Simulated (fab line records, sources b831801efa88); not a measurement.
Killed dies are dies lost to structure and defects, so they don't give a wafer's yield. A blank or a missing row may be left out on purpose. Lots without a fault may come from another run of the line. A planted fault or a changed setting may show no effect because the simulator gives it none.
fab line records | flow sky130
record lots=5 wafers=15 last_day=49
route steps=708 shown VIA4@653 METAL5@661 PASSIVATION@681 PAD_OPEN@694
lots that met no fault: from a run of the same line without faults
start_h: hours from the record's first day to the start of the lot's first wafer shown | wait_h: hours since the lot's step before | " the same as in the row above | L1.1+2: a row that stands for several wafers | - no value, or no start given | * or withheld: withheld | < > ~ a bound
route shown NAME@n: a module of which the file shows steps, and the number in the route of the first | usual: mean/standard deviation of fault-free wafers | same: alike in all rows | chamber/n: place in a boat | sites: the reading at each site | _std_site: their standard deviation | _edge_site: outer sites' mean less inner sites' | radius_mm: how far each site lies from the wafer's centre | mask NAME#n: copy n | behind: the tool/chamber that last shaped the wafer | hold: why the lot was held/for how many hours/how that ended | device: the transistor (n, p or np) that didn't switch | end of line: the same wafers' tests at the end of the route | a step without rows: its recipe alone | killed: dies lost to structure and defects at the first sort, not the wafer's yield | map: a wafer's dies, x killed, . not, _ none there
set.NAME: the setting as run; set.NAME@STEP: as run at that earlier step | model.NAME: the simulator's own value behind a step, which no gauge read
lots at some steps of the route; a table a step, a row a wafer
services: from which hour (start_h, from the record's first day; less than 0 if before it) a tool's chamber was out of use, for how many hours, and why
## steps
# step SKY_VIA4_STRIP_14
# recipe chemistry=post_etch_residue_remover time_s=1200 temp_c=72.5
# step SKY_VIA4_CLEAN_15
# recipe chemistry=IPA time_s=180 temp_c=25
# step SKY_VIA4_CLEAN_16
# recipe chemistry=O3/DIW dry=n2_spin
# step SKY_VIA4_SPUTTER_17
# recipe material=TiN target_thk_nm=20 chamber_pressure_pa=5 power_w=4000 time_s=80
# step SKY_VIA4_CVD_18
# recipe material=W target_thk_nm=505 time_s=152.14 temp_c=400 pressure_torr=40
# step SKY_VIA4_RS_MEAS_19
# recipe thk_meas_gauge=four-point-probe reads=W_of_VIA4_CVD_18+TiN_of_VIA4_SPUTTER_17
# usual VIA4_W_RS=0.2265/0.0028
# columns lot.wafer tool chamber start_h wait_h VIA4_W_RS[ohm/sq]
L689.4 film_metro-01 - 1005.77 0.1 0.2279
L689.5 " - " " 0.2242
L689.6 " - " " 0.2271
L695.2 film_metro-02 - 1058.84 0.1 0.2313
L695.3 " - " " 0.2297
L695.6 " - " " 0.2259
L701.1 film_metro-01 - 1090.35 0.1 0.2298
L701.4 " - " " 0.2290
L701.6 " - " " 0.2261
L702.1 film_metro-04 - 1095.23 0.1 0.2250
L702.2 " - " " 0.2222
L702.3 " - " " 0.2275
L704.1 film_metro-02 - 1106.38 0.1 0.2236
L704.2 " - " " 0.2288
L704.6 " - " " 0.2256
# step SKY_VIA4_THK_MEAS_20
# recipe thk_meas_gauge=xrf reads=W_of_VIA4_CVD_18
# usual VIA4_W_THK=504/6.3
# columns lot.wafer tool chamber start_h wait_h VIA4_W_THK[nm]
L689.4 film_metro-01 - 1005.86 0.1 499
L689.5 " - " " 509
L689.6 " - " " 502
L695.2 film_metro-02 - 1058.95 0.1 494
L695.3 " - " " 499
L695.6 " - " " 508
L701.1 film_metro-01 - 1090.47 0.1 496
L701.4 " - " " 495
L701.6 " - " " 502
L702.1 film_metro-04 - 1095.35 0.1 511
L702.2 " - " " 514
L702.3 " - " " 504
L704.1 film_metro-02 - 1106.50 0.1 508
L704.2 " - " " 496
L704.6 " - " " 503
# step SKY_VIA4_CMP_21
# recipe stop_on=SiO2 t_overpolish_s=25 down_force_psi=3.5 platen_rpm=60 target_thk_nm=0 pad_velocity_m_s=0.94248
# usual motor_current_A=10.4/1.1 overpolish_run_s=24.999/0.009 time_to_endpoint_s=122/4.3
# columns lot.wafer tool chamber start_h wait_h motor_current_A overpolish_run_s time_to_endpoint_s
L689.4 cmp-02 2 1005.89 0.0 9.2 25.010 120
L689.6 " 2 " " 8.9 25.024 122
L689.5 " 3 " " 9.6 24.970 123
L695.3 cmp-02 0 1059.10 0.1 11.8 25.000 127
L695.2 " 1 " " 11.5 24.999 122
L695.6 " 3 " " 9.7 25.009 129
L701.4 cmp-01 2 1090.58 0.1 9.9 24.996 120
L701.1 " 3 " " 10.3 24.984 114
L701.6 " 1 " " 10.7 25.010 120
L702.2 cmp-02 0 1095.41 0.0 11.7 24.998 133
L702.1 " 1 " " 11.6 24.992 130
L702.3 " 3 " " 9.6 25.005 127
L704.2 cmp-01 2 1106.61 0.1 9.2 24.998 121
L704.1 " 3 " " 10.3 24.989 115
L704.6 " 2 " " 9.6 24.985 126
# step SKY_METAL5_SPUTTER_00
# recipe material=Ti target_thk_nm=15 power_w=3000 time_s=10 chamber_pressure_pa=0.4
# step SKY_METAL5_SPUTTER_01
# recipe material=TiN target_thk_nm=20 power_w=6500 time_s=16.7 chamber_pressure_pa=0.4
# step SKY_METAL5_SPUTTER_02
# recipe material=AlCu target_thk_nm=1150 power_w=10600 time_s=61.2 chamber_pressure_pa=0.4
# step SKY_METAL5_SPUTTER_03
# recipe material=Ti target_thk_nm=5 power_w=3000 time_s=3.3 chamber_pressure_pa=0.4
# usual cathode_dc_power_W=3000.1/0.52 throttle_valve_pct=29.3/0.86
# columns lot.wafer tool chamber start_h wait_h cathode_dc_power_W throttle_valve_pct
L689.4 pvd_sputter-02 - 1006.29 0.0 3000.6 28.7
L689.5 " - " " 2999.9 28.6
L689.6 " - " " 2999.5 29.0
L695.2 pvd_sputter-03 - 1059.40 0.0 2999.6 29.7
L695.3 " - " " 3000.2 29.4
L695.6 " - " " 3001.2 29.3
L701.1 pvd_sputter-04 - 1090.93 0.0 3000.1 30.1
L701.4 " - " " 2999.8 27.8
L701.6 " - " " 3000.0 30.1
L702.1 pvd_sputter-03 - 1095.82 0.0 2999.5 28.8
L702.2 " - " " 2999.6 29.9
L702.3 " - " " 3000.4 29.3
L704.1 pvd_sputter-03 - 1106.96 0.0 2998.8 29.3
L704.2 " - " " 3000.0 29.5
L704.6 " - " " 2999.7 29.4
# step SKY_METAL5_SPUTTER_04
# recipe material=TiN target_thk_nm=70 power_w=6500 time_s=58.3 chamber_pressure_pa=0.4
# usual cathode_dc_power_W=6500.2/1.3 throttle_valve_pct=29.4/0.87
# columns lot.wafer tool chamber start_h wait_h cathode_dc_power_W throttle_valve_pct model.TiN_of_METAL5_SPUTTER_04.thk_nm
L689.4 pvd_sputter-02 - 1006.31 0.0 6499.1 28.4 70.58
L689.5 " - " " 6498.6 28.8 70.91
L689.6 " - " " 6501.7 29.2 70.8
L695.2 pvd_sputter-03 - 1059.41 0.0 6501.3 29.8 69.5
L695.3 " - " " 6499.5 29.1 71.97
L695.6 " - " " 6500.6 29.4 69.4
L701.1 pvd_sputter-04 - 1090.95 0.0 6499.7 30.1 48.66
L701.4 " - " " 6500.9 27.8 49.35
L701.6 " - " " 6500.6 30.1 69.72
L702.1 pvd_sputter-03 - 1095.84 0.0 6499.2 29.4 70.25
L702.2 " - " " 6502.8 30.1 69.1
L702.3 " - " " 6501.1 29.5 68.74
L704.1 pvd_sputter-03 - 1106.98 0.0 6501.2 29.4 71.89
L704.2 " - " " 6501.1 29.3 70.36
L704.6 " - " " 6499.6 29.4 71.58
# step SKY_METAL5_RS_MEAS_05
# recipe thk_meas_gauge=four-point-probe reads=TiN_of_METAL5_SPUTTER_04+Ti_of_METAL5_SPUTTER_03+AlCu_of_METAL5_SPUTTER_02+TiN_of_METAL5_SPUTTER_01+Ti_of_METAL5_SPUTTER_00
# usual METAL5_ALCU_RS=0.0270/0.00036
# columns lot.wafer tool chamber start_h wait_h METAL5_ALCU_RS[ohm/sq]
L689.4 film_metro-04 - 1006.42 0.1 0.0277
L689.5 " - " " 0.0275
L689.6 " - " " 0.0276
L695.2 film_metro-04 - 1059.48 0.0 0.0270
L695.3 " - " " 0.0271
L695.6 " - " " 0.0269
L701.1 film_metro-03 - 1091.00 0.0 0.0272
L701.4 " - " " 0.0268
L701.6 " - " " 0.0271
L702.1 film_metro-04 - 1095.90 0.0 0.0273
L702.2 " - " " 0.0276
L702.3 " - " " 0.0272
L704.1 film_metro-03 - 1107.03 0.0 0.0274
L704.2 " - " " 0.0272
L704.6 " - " " 0.0272
# step SKY_METAL5_THK_MEAS_06
# recipe thk_meas_gauge=xrf reads=AlCu_of_METAL5_SPUTTER_02
# usual METAL5_ALCU_THK=1162/17
# columns lot.wafer tool chamber start_h wait_h METAL5_ALCU_THK[nm]
L689.4 film_metro-04 - 1006.51 0.1 1131
L689.5 " - " " 1141
L689.6 " - " " 1144
L695.2 film_metro-04 - 1059.59 0.1 1156
L695.3 " - " " 1151
L695.6 " - " " 1163
L701.1 film_metro-03 - 1091.12 0.1 1198
L701.4 " - " " 1208
L701.6 " - " " 1147
L702.1 film_metro-04 - 1096.02 0.1 1159
L702.2 " - " " 1153
L702.3 " - " " 1161
L704.1 film_metro-03 - 1107.15 0.1 1135
L704.2 " - " " 1151
L704.6 " - " " 1142
# step SKY_METAL5_DEHYDRATE_07
# recipe temp_c=200 time_s=60
# step SKY_METAL5_HMDS_08
# recipe prime_time_s=60 prime_temp_c=120
# step SKY_METAL5_COAT_09
# recipe resist=NOVOLAK spin_rpm=3000 resist_thk_nm=1800
# step SKY_METAL5_SOFTBAKE_10
# recipe temp_c=90 time_s=60 resist=NOVOLAK
# step SKY_METAL5_EXPOSE_11
# recipe mask_id=MM5 na=0.6 source_shape=conventional sigma_outer=0.6 polarization=unpolarized target_cd_nm=1600 dose_mj=190
# step SKY_METAL5_PEB_12
# recipe temp_c=withheld time_s=* resist=NOVOLAK
# step SKY_METAL5_DEVELOP_13
# recipe resist=NOVOLAK developer=TMAH develop_time_s=60 dev_temp_c=23
# step SKY_METAL5_DESCUM_14
# recipe chemistry=O2 source_power_w=150 bias_power_w=0 pressure_mtorr=10 temp_c=40 time_s=11
# step SKY_METAL5_METAL_ETCH_15
# recipe target_depth_a=12600 stop_on=SiO2 over_etch_frac=0.2 time_s=252 chemistry=Cl2/BCl3 resist_sidewall_deg=86 pressure_mtorr=10 icp_w=900 bias_w=48.5 Cl2_flow_sccm=60 bcl3_flow_sccm=30
# step SKY_METAL5_STRIP_16
# recipe chemistry=O2/N2 power_w=1400 pressure_mtorr=1500 platen_temp_c=withheld o2_flow_sccm=3000 n2_flow_sccm=300 overash_fraction=0.5
# usual drypump_motor_current_A=5.4/0.37 oes_product_au=0.710/0.0045 strip_time_to_endpoint_s=13.02/0.11
# columns lot.wafer tool chamber start_h wait_h drypump_motor_current_A oes_product_au rf_hours_counter_h strip_time_to_endpoint_s
L689.4 plasma_asher-03 0 1029.58 0.1 5.3 0.711 - 12.97
L689.5 " 0 " " 5.3 0.706 - 13.04
L689.6 " 1 " " 5.2 0.710 - 12.92
L695.2 plasma_asher-02 1 1080.43 0.2 5.7 0.712 28 12.96
L695.3 " 0 " " 5.0 0.705 - 13.04
L695.6 " 0 " " 5.0 0.710 - 12.86
L701.1 plasma_asher-02 0 1111.49 0.2 5.0 0.715 31 12.79
L701.4 " 1 " " 5.7 0.706 - 12.85
L701.6 " 1 " " 5.7 0.716 - 12.85
L702.1 plasma_asher-02 0 1116.38 0.2 5.1 0.709 32 13.19
L702.2 " 1 " " 5.7 0.705 32 13.03
L702.3 " 1 " " 5.8 0.710 - 13.13
L704.1 plasma_asher-02 1 1127.08 0.2 5.7 0.708 33 13.04
L704.2 " 0 " " 5.0 0.711 33 12.99
L704.6 " 1 " " 5.7 0.719 - 13.01
# step SKY_METAL5_STRIP_17
# recipe chemistry=post_etch_residue_remover time_s=1200 temp_c=72.5
# columns lot.wafer tool chamber start_h wait_h model.TiN_of_METAL5_SPUTTER_04.thk_nm
L689.4 wet_bench-02 0 1029.64 0.0 70.16
L689.5 " 0 " " 70.48
L689.6 " 0 " " 70.38
L695.2 wet_bench-01 0 1080.53 0.1 69.08
L695.3 " 0 " " 71.54
L695.6 " 0 " " 68.98
L701.1 wet_bench-03 1 1111.59 0.1 48.24
L701.4 " 1 " " 48.94
L701.6 " 1 " " 69.31
L702.1 wet_bench-03 1 1116.48 0.1 69.83
L702.2 " 1 " " 68.68
L702.3 " 1 " " 68.31
L704.1 wet_bench-02 0 1127.23 0.1 71.47
L704.2 " 0 " " 69.95
L704.6 " 0 " " 71.17
# step SKY_METAL5_CLEAN_18
# recipe chemistry=IPA time_s=180 temp_c=25
# step SKY_METAL5_CLEAN_19
# recipe chemistry=O3/DIW dry=n2_spin
# step SKY_PASSIVATION_CVD_00
# recipe material=SiO2 target_thk_nm=90 temp_c=400 time_s=withheld rf_w=600
# usual heater_power_w=639/92
# columns lot.wafer tool chamber start_h wait_h heater_power_w
L689.4 pecvd-02 0 1030.43 0.0 652
L689.5 " 2 " " 756
L689.6 " 1 " " 700
L695.2 pecvd-02 1 1081.06 0.0 603
L695.3 " 0 " " 684
L695.6 " 2 " " 637
L701.1 pecvd-02 2 1112.12 0.0 697
L701.4 " 0 " " 619
L701.6 " 1 " " 702
L702.1 pecvd-03 2 1117.01 0.0 646
L702.2 " 0 " " 717
L702.3 " 1 " " 490
L704.1 pecvd-03 1 1127.72 0.0 524
L704.2 " 2 " " 692
L704.6 " 2 " " 695
# step SKY_PASSIVATION_THK_MEAS_01
# recipe reads=SiO2_of_PASSIVATION_CVD_00
# usual PASSIVATION_CVD_00_THK=89.7/1.1
# columns lot.wafer tool chamber start_h wait_h PASSIVATION_CVD_00_THK[nm]
L689.4 film_metro-01 - 1030.47 - 91.0
L689.5 " - " " 90.4
L689.6 " - " " 91.4
L695.2 film_metro-03 - 1081.09 - 89.1
L695.3 " - " " 88.3
L695.6 " - " " 88.8
L701.1 film_metro-01 - 1112.14 - 89.8
L701.4 " - " " 91.2
L701.6 " - " " 91.6
L702.1 film_metro-03 - 1117.03 - 89.2
L702.2 " - " " 87.2
L702.3 " - " " 90.3
L704.1 film_metro-01 - 1127.74 - 90.3
L704.2 " - " " 90.0
L704.6 " - " " 91.3
# step SKY_PASSIVATION_CVD_02
# recipe material=Si3N4 target_thk_nm=540 temp_c=400 time_s=withheld rf_w=450
# step SKY_PASSIVATION_THK_MEAS_03
# recipe reads=Si3N4_of_PASSIVATION_CVD_02
# usual PASSIVATION_CVD_02_THK=540/6.9
# columns lot.wafer tool chamber start_h wait_h PASSIVATION_CVD_02_THK[nm]
L689.4 film_metro-02 - 1030.75 - 539
L689.5 " - " " 543
L689.6 " - " " 543
L695.2 film_metro-01 - 1081.37 - 537
L695.3 " - " " 533
L695.6 " - " " 540
L701.1 film_metro-03 - 1112.42 - 535
L701.4 " - " " 543
L701.6 " - " " 546
L702.1 film_metro-01 - 1117.32 - 531
L702.2 " - " " 533
L702.3 " - " " 541
L704.1 film_metro-01 - 1128.03 - 540
L704.2 " - " " 537
L704.6 " - " " 548
# step SKY_PASSIVATION_DEHYDRATE_04
# recipe temp_c=200 time_s=60
# step SKY_PASSIVATION_HMDS_05
# recipe prime_time_s=60 prime_temp_c=120
# step SKY_PASSIVATION_COAT_06
# recipe spin_rpm=2000 resist_thk_nm=3000
# step SKY_PASSIVATION_SOFTBAKE_07
# recipe temp_c=110 time_s=withheld
# step SKY_PASSIVATION_EXPOSE_08
# recipe mask_id=NSM target_cd_nm=3000 na=0.57 dose_mj=260
# step SKY_PASSIVATION_PEB_09
# recipe temp_c=115 time_s=withheld
# step SKY_PASSIVATION_DEVELOP_10
# recipe develop_time_s=60 dev_temp_c=23
# step SKY_PASSIVATION_ETCH_11
# recipe chemistry=CF4/O2 target_depth_nm=725 stop_on=AlCu source_w=800 bias_w=150 pressure_mtorr=150 cf4_flow_sccm=80 O2_flow_sccm=10 time_s=161.1
# usual drypump_motor_current_A=5.8/0.41 oes_product_au=0.977/0.0068 throttle_valve_pct=5.962/0.0086
# columns lot.wafer tool chamber start_h wait_h drypump_motor_current_A oes_product_au rf_hours_counter_h throttle_valve_pct model.PASSIVATION.feature_depth_nm
L689.4 rie_diel-02 3 1052.75 - 6.2 0.982 - 5.955 705.3
L689.5 " 2 " " 5.7 0.981 - 5.950 709.1
L689.6 " 0 " " 5.4 0.986 - 5.957 709.7
L695.2 rie_diel-03 0 1102.11 - 6.1 0.976 23 5.956 700.2
L695.3 " 2 " " 6.3 0.976 10 5.941 697.9
L695.6 " 2 " " 6.3 0.979 - 5.977 702.8
L701.1 rie_diel-03 0 1132.35 - 6.1 0.955 25 5.948 677.6
L701.4 " 2 " " 6.3 0.965 11 5.952 688.2
L701.6 " 1 " " 6.6 0.981 - 5.966 712.2
L702.1 rie_diel-03 0 1137.07 - 6.2 0.970 25 5.963 695.4
L702.2 " 1 " " 6.6 0.971 25 5.965 694.3
L702.3 " 3 " " 5.2 0.976 22 5.971 704.8
L704.1 rie_diel-02 1 1147.07 - 5.3 0.982 6 5.961 706.6
L704.2 " 2 " " 5.7 0.982 22 5.954 701.9
L704.6 " 2 " " 5.7 0.985 - 5.961 715.4
# step SKY_PASSIVATION_STRIP_12
# recipe chemistry=O2/N2 power_w=1400 pressure_mtorr=1500 platen_temp_c=withheld overash_fraction=0.7 o2_flow_sccm=3000 n2_flow_sccm=300
# usual drypump_motor_current_A=5.4/0.3 oes_product_au=0.661/0.0047 strip_time_to_endpoint_s=31.48/0.13
# columns lot.wafer tool chamber start_h wait_h drypump_motor_current_A oes_product_au rf_hours_counter_h strip_time_to_endpoint_s
L689.4 plasma_asher-02 0 1052.84 0.0 5.0 0.662 - 31.34
L689.5 " 1 " " 5.7 0.657 - 31.43
L689.6 " 0 " " 5.0 0.656 - 31.56
L695.2 plasma_asher-03 0 1102.21 0.1 5.3 0.662 100 31.48
L695.3 " 0 " " 5.3 0.666 - 31.43
L695.6 " 1 " " 5.2 0.663 - 31.25
L701.1 plasma_asher-02 0 1132.46 0.1 5.1 0.665 33 31.59
L701.4 " 0 " " 5.1 0.657 - 31.57
L701.6 " 0 " " 5.1 0.663 - 31.61
L702.1 plasma_asher-02 1 1137.18 0.1 5.8 0.659 33 31.62
L702.2 " 0 " " 5.1 0.664 33 31.44
L702.3 " 1 " " 5.7 0.659 - 31.55
L704.1 plasma_asher-02 1 1147.18 0.1 5.7 0.669 34 31.39
L704.2 " 0 " " 5.1 0.670 34 31.48
L704.6 " 1 " " 5.7 0.664 - 31.60
# step SKY_PAD_OPEN_DEHYDRATE_00
# recipe temp_c=200 time_s=60
# step SKY_PAD_OPEN_ETCH_07
# recipe chemistry=CF4/O2 target_depth_nm=725 stop_on=AlCu source_w=800 bias_w=150 pressure_mtorr=150 cf4_flow_sccm=80 O2_flow_sccm=10 time_s=161.1
# usual drypump_motor_current_A=5.8/0.47 oes_product_au=0.977/0.007 throttle_valve_pct=5.964/0.0083
# columns lot.wafer tool chamber start_h wait_h drypump_motor_current_A oes_product_au rf_hours_counter_h throttle_valve_pct model.PAD_OPEN.feature_depth_nm
L689.4 rie_diel-03 0 1073.30 - 6.2 0.989 22 5.974 705.3
L689.5 " 0 " " 6.2 0.984 - 5.984 709.1
L689.6 " 3 " " 5.2 0.977 - 5.959 709.7
L695.2 rie_diel-03 2 1122.50 - 6.3 0.974 11 5.958 700.2
L695.3 " 3 " " 5.2 0.964 22 5.959 697.9
L695.6 " 0 " " 6.1 0.977 - 5.973 702.8
L701.1 rie_diel-01 3 1151.00 - 5.5 0.956 13 5.957 677.6
L701.4 " 2 " " 5.5 0.964 19 5.963 688.2
L701.6 " 3 " " 5.5 0.987 - 5.961 712.2
L702.1 rie_diel-04 0 1155.17 - 6.3 0.972 26 5.964 695.4
L702.2 " 2 " " 5.7 0.969 11 5.976 694.3
L702.3 " 1 " " 5.8 0.971 15 5.972 704.8
L704.1 rie_diel-01 3 1164.73 - 5.5 0.976 14 5.974 706.6
L704.2 " 0 " " 5.2 0.980 30 5.973 701.9
L704.6 " 2 " " 5.5 0.984 - 5.969 702.5
# step SKY_PAD_OPEN_PROBE_99
# usual defect_limited_yield=82.6/1.8 killed_at_M0_to_M3=43/6.6 killed_at_M4_up=2.9/1.6 killed_at_contacts=24/4.9 killed_at_front_end=15/4.5 killed_at_other=0.2/0.45 killed_dies=86/8.8 killed_open=48/6.4 killed_short=38/5.6 sort_bin_3_pad_short=0.8/0.38 sort_bin_5_function=10.2/1.4 sort_bin_6_memory=6.4/1.1 sort_n_pass=406/8.8 sort_yield_pct=82.6/1.8
# same gross_dies=492 killed_at_back_side=0 sort_bin_4_leakage[%]=0 sort_bin_8_speed[%]=0
# columns lot.wafer tool chamber start_h wait_h defect_limited_yield[%] killed_at_M0_to_M3 killed_at_M4_up killed_at_contacts killed_at_front_end killed_at_other killed_dies killed_open killed_short sort_bin_3_pad_short[%] sort_bin_5_function[%] sort_bin_6_memory[%] sort_n_pass sort_yield_pct[%]
L689.4 prober-01 - 1075.81 0.2 82.7 41 4 24 16 0 85 55 30 0.6 9.6 7.1 407 82.7
L689.5 prober-01 - 1075.86 0.2 83.7 47 2 20 11 0 80 44 36 1.0 7.9 7.3 412 83.7
L689.6 prober-01 - 1075.91 0.2 81.5 48 2 26 15 0 91 51 40 0.4 11.4 6.7 401 81.5
L702.1 prober-01 - 1157.48 0.1 86.0 32 4 22 10 1 69 44 25 0.2 8.5 5.3 423 86.0
L702.2 prober-01 - 1157.53 0.1 80.9 52 4 25 12 1 94 56 38 0.4 10.8 7.9 398 80.9
L702.3 prober-01 - 1157.58 0.2 81.9 49 2 28 10 0 89 57 32 0.6 11.4 6.1 403 81.9
L704.1 prober-01 - 1167.05 0.1 82.3 46 0 25 16 0 87 51 36 0.6 10.8 6.3 405 82.3
L704.2 prober-01 - 1167.10 0.1 84.3 39 3 22 13 0 77 47 30 1.0 8.7 5.9 415 84.3
L704.6 prober-01 - 1167.30 0.2 81.5 51 4 25 11 0 91 53 38 0.8 10.2 7.5 401 81.5
# killed by level:class
L689.4 LI_CONTACT:geometric_particle:open=10 VIA1:geometric_particle:open=10 METAL2:geometric_particle:short=8 VIA3:geometric_particle:open=8 CONTACT:geometric_particle:open=7 POLY_GATE:geometric_particle:open=6 VIA2:geometric_particle:open=5 FIELD_ISO:geometric_particle:short=4
L689.5 VIA2:geometric_particle:open=8 VIA1:geometric_particle:open=7 LI_CONTACT:geometric_particle:open=7 CONTACT:geometric_particle:open=6 METAL2:geometric_particle:short=6 VIA2:geometric_particle:short=5 METAL1:geometric_particle:short=4 VIA1:geometric_particle:short=4
L689.6 VIA1:geometric_particle:open=13 LI_CONTACT:geometric_particle:open=12 VIA3:geometric_particle:open=8 VIA1:geometric_particle:short=7 POLY_GATE:geometric_particle:short=6 METAL2:geometric_particle:short=6 CONTACT:geometric_particle:open=5 FIELD_ISO:geometric_particle:short=3
L702.1 CONTACT:geometric_particle:open=11 VIA1:geometric_particle:open=9 VIA3:geometric_particle:open=7 LI_CONTACT:geometric_particle:open=6 VIA1:geometric_particle:short=5 FIELD_ISO:geometric_particle:short=4 CONTACT:geometric_particle:short=3 FIELD_ISO:geometric_particle:open=2
L702.2 VIA1:geometric_particle:open=12 VIA3:geometric_particle:open=12 VIA1:geometric_particle:short=9 LI_CONTACT:geometric_particle:open=8 CONTACT:geometric_particle:open=7 CONTACT:geometric_particle:short=5 POLY_GATE:geometric_particle:short=4 LOCAL_INTERCONNECT:geometric_particle:short=4
L702.3 CONTACT:geometric_particle:open=15 VIA1:geometric_particle:open=11 VIA3:geometric_particle:open=10 LI_CONTACT:geometric_particle:open=5 METAL2:geometric_particle:short=5 FIELD_ISO:geometric_particle:open=4 VIA3:geometric_particle:short=4 METAL1:geometric_particle:open=4
L704.1 VIA1:geometric_particle:open=17 CONTACT:geometric_particle:open=9 VIA1:geometric_particle:short=8 LI_CONTACT:geometric_particle:open=6 METAL2:geometric_particle:short=6 FIELD_ISO:geometric_particle:open=4 LOCAL_INTERCONNECT:geometric_particle:short=4 CONTACT:geometric_particle:short=4
L704.2 VIA1:geometric_particle:open=15 CONTACT:geometric_particle:open=12 VIA3:geometric_particle:open=6 LOCAL_INTERCONNECT:geometric_particle:short=5 VIA1:geometric_particle:short=5 METAL1:geometric_particle:short=5 VIA2:geometric_particle:short=4 FIELD_ISO:geometric_particle:open=3
L704.6 VIA1:geometric_particle:open=15 CONTACT:geometric_particle:open=12 METAL2:geometric_particle:short=8 VIA2:geometric_particle:open=7 VIA3:geometric_particle:open=5 LI_CONTACT:geometric_particle:open=4 METAL3:geometric_particle:short=4 VIA2:geometric_particle:short=4
## services
# columns tool chamber start_h hours kind
pvd_sputter-04 - 985.09 1.1 repair
pvd_sputter-04 - 989.58 3.3 repair
cmp-01 - 990.86 14.6 pm
rie_diel-02 3 993.78 1.5 repair
rie_diel-02 0 994.21 11.4 repair
cmp-02 - 997.62 0.3 repair
cmp-01 - 1006.59 10.6 repair
plasma_asher-02 - 1017.90 2.8 pm
plasma_asher-02 - 1025.00 0.8 repair
cmp-02 - 1039.99 4.5 pm
rie_diel-02 0 1044.57 1.6 repair
rie_diel-01 0 1047.91 4.1 repair
rie_diel-02 1 1051.59 2.6 repair
cmp-01 - 1058.55 3.5 repair
rie_diel-02 3 1060.51 4.9 repair
rie_diel-03 1 1062.70 1.7 repair
rie_diel-01 - 1073.58 1.1 repair
cmp-01 - 1082.43 1.5 repair
pvd_sputter-03 - 1083.74 4.6 repair
cmp-01 - 1084.00 4.0 pm
cmp-02 - 1091.49 2.3 repair
plasma_asher-02 - 1104.23 4.0 repair
cmp-02 - 1112.44 1.4 repair
cmp-02 - 1131.37 0.8 repair
## key
first_sign step=SKY_PASSIVATION_ETCH_11 reading=oes_product_au direction=down sigmas=2.5 usual=0.977 struck=0.960
effect none on later readings
model_effect step=SKY_METAL5_SPUTTER_04 value=TiN_of_METAL5_SPUTTER_04.thk_nm without=69.1 struck=49.01
model_effect step=SKY_METAL5_STRIP_17 value=TiN_of_METAL5_SPUTTER_04.thk_nm without=68.68 struck=48.59
model_effect step=SKY_PASSIVATION_ETCH_11 value=PASSIVATION.feature_depth_nm without=703 struck=682.9
model_effect step=SKY_PAD_OPEN_ETCH_07 value=PAD_OPEN.feature_depth_nm without=702.6 struck=682.9
met_at SKY_METAL5_SPUTTER_04
struck_wafers L701.1,L701.4
fault kind=process_parameter_drift tool=pvd_sputter-04 chamber=- onset_h=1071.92 steps=SKY_METAL5_SPUTTER_04 channel=target_thk_nm offset=-20.09 shape=step end_h=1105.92 scope=struck_wafers_only acts_in=these_recipes_only stated=70
